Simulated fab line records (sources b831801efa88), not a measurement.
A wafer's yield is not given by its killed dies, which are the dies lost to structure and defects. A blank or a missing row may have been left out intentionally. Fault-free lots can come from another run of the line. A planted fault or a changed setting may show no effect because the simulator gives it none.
Shared-tool check | flow sky130 | Sample size 12 lots and 36 wafers

REASON IT WAS OPENED
SKY_CONTACT_THK_MEAS_03, reading CONTACT_HDPCVD_THK: flagged on 3 of 12 lots. Fault-free wafers read 563 nm, with a standard deviation of 4.9.
Rule: flag the lot when none of its wafers has a number, or when each of its wafers that has one lies beyond 4 standard deviations from that mean. As for the other lots, they are considered sound.

lot  | measured     | on            | CONTACT_HDPCVD_THK (nm), wafer by wafer | flag
L369 | day 30 02:59 | film metro-01 | 565 564 566                             |
L371 | day 30 20:29 | film metro-03 | 556 568 565                             |
L372 | day 31 02:05 | film metro-01 | 567 566 567                             |
L374 | day 33 05:34 | film metro-03 | 563 563 570                             |
L376 | day 33 08:53 | film metro-04 | 568 566 567                             |
L377 | day 33 11:01 | film metro-04 | 1012 1010 1010                          | FLAGGED
L379 | day 33 14:38 | film metro-04 | 1004 1003 1014                          | FLAGGED
L378 | day 33 17:51 | film metro-04 | 1014 1011 1020                          | FLAGGED
L388 | day 37 07:46 | film metro-01 | 563 561 565                             |
L390 | day 37 21:10 | film metro-01 | 555 561 567                             |
L391 | day 37 21:43 | film metro-04 | 564 567 565                             |
L392 | day 38 18:07 | film metro-03 | 560 563 555                             |
The mean of the flagged lots' numbers is 1011 nm, +448 nm from the usual (+91 standard deviations).

LOT BY LOT: THE TOOL USED
The record holds 2 process steps before the reading, out of a route of 708 steps. Each cell gives the tool, then ch followed by the chambers the sampled wafers passed through, then the start.
lot  | flag    | SKY_LI_CONTACT_SPUTTER_20    | SKY_CONTACT_HDPCVD_02
L369 |         | pvd sputter-03, day 28 22:35 | hdpcvd-01 ch 0,1, day 30 02:55
L371 |         | pvd sputter-03, day 29 15:13 | hdpcvd-02 ch 0,2, day 30 20:25
L372 |         | pvd sputter-02, day 29 20:44 | hdpcvd-01 ch 1,2, day 31 02:01
L374 |         | pvd sputter-03, day 32 01:21 | hdpcvd-01 ch 0,2, day 33 05:28
L376 |         | pvd sputter-02, day 32 03:37 | hdpcvd-01 ch 0,1,2, day 33 08:49
L377 | FLAGGED | pvd sputter-03, day 32 05:31 | hdpcvd-01 ch 0,2, day 33 10:56
L379 | FLAGGED | pvd sputter-02, day 32 09:58 | hdpcvd-01 ch 0,2, day 33 14:34
L378 | FLAGGED | pvd sputter-02, day 32 12:42 | hdpcvd-01 ch 0,2, day 33 17:47
L388 |         | pvd sputter-02, day 36 04:36 | hdpcvd-01 ch 0,1, day 37 07:38
L390 |         | pvd sputter-03, day 36 17:27 | hdpcvd-01 ch 1,2, day 37 21:04
L391 |         | pvd sputter-02, day 36 18:10 | hdpcvd-01 ch 0,2, day 37 21:39
L392 |         | pvd sputter-02, day 37 14:22 | hdpcvd-01 ch 0,1,2, day 38 18:02
These steps, and what they do:
- SKY_LI_CONTACT_SPUTTER_20: material TiN, target thk 20 nm, time 80 s.
- SKY_CONTACT_HDPCVD_02: deposits SiO2, target thk 565 nm, time 94.2 s.
- SKY_CONTACT_THK_MEAS_03

FLAGGED AGAINST TOTAL, ONE TOOL AT A TIME (gauges that did the reading follow at the end)
step                      | tool           | lots run | flagged | share of the flagged lots | sound lots run after its first flagged lot
SKY_LI_CONTACT_SPUTTER_20 | pvd sputter-02 | 7        | 2       | some                      | 3 (L388,L391,L392)
SKY_LI_CONTACT_SPUTTER_20 | pvd sputter-03 | 5        | 1       | some                      | 1 (L390)
SKY_CONTACT_HDPCVD_02     | hdpcvd-01      | 11       | 3       | all                       | 4 (L388,L390,L391,L392)
SKY_CONTACT_HDPCVD_02     | hdpcvd-02      | 1        | 0       | none                      | -
SKY_CONTACT_THK_MEAS_03   | film metro-01  | 4        | 0       | none                      | -
SKY_CONTACT_THK_MEAS_03   | film metro-03  | 3        | 0       | none                      | -
SKY_CONTACT_THK_MEAS_03   | film metro-04  | 5        | 3       | all                       | 1 (L391)

WHAT IS ALLOWED BY THE TABLE
Every flagged lot went through 2 rows of the table: hdpcvd-01 at SKY_CONTACT_HDPCVD_02 and film metro-04 at SKY_CONTACT_THK_MEAS_03.
- hdpcvd-01 at SKY_CONTACT_HDPCVD_02 ran 11 lots, 3 of them flagged. Lots that were sound ran on it after the first flagged one (L388, L390, L391, L392); a persistent fault on the entire tool would not allow that.
- film metro-04 at SKY_CONTACT_THK_MEAS_03 ran 5 lots, 3 of them flagged. Lots that were sound ran on it after the first flagged one (L391); a persistent fault on the entire tool would not allow that.
Every row of the table either missed a flagged lot or ran a sound lot after the first.

WHAT THE SIMULATOR HAD INSERTED
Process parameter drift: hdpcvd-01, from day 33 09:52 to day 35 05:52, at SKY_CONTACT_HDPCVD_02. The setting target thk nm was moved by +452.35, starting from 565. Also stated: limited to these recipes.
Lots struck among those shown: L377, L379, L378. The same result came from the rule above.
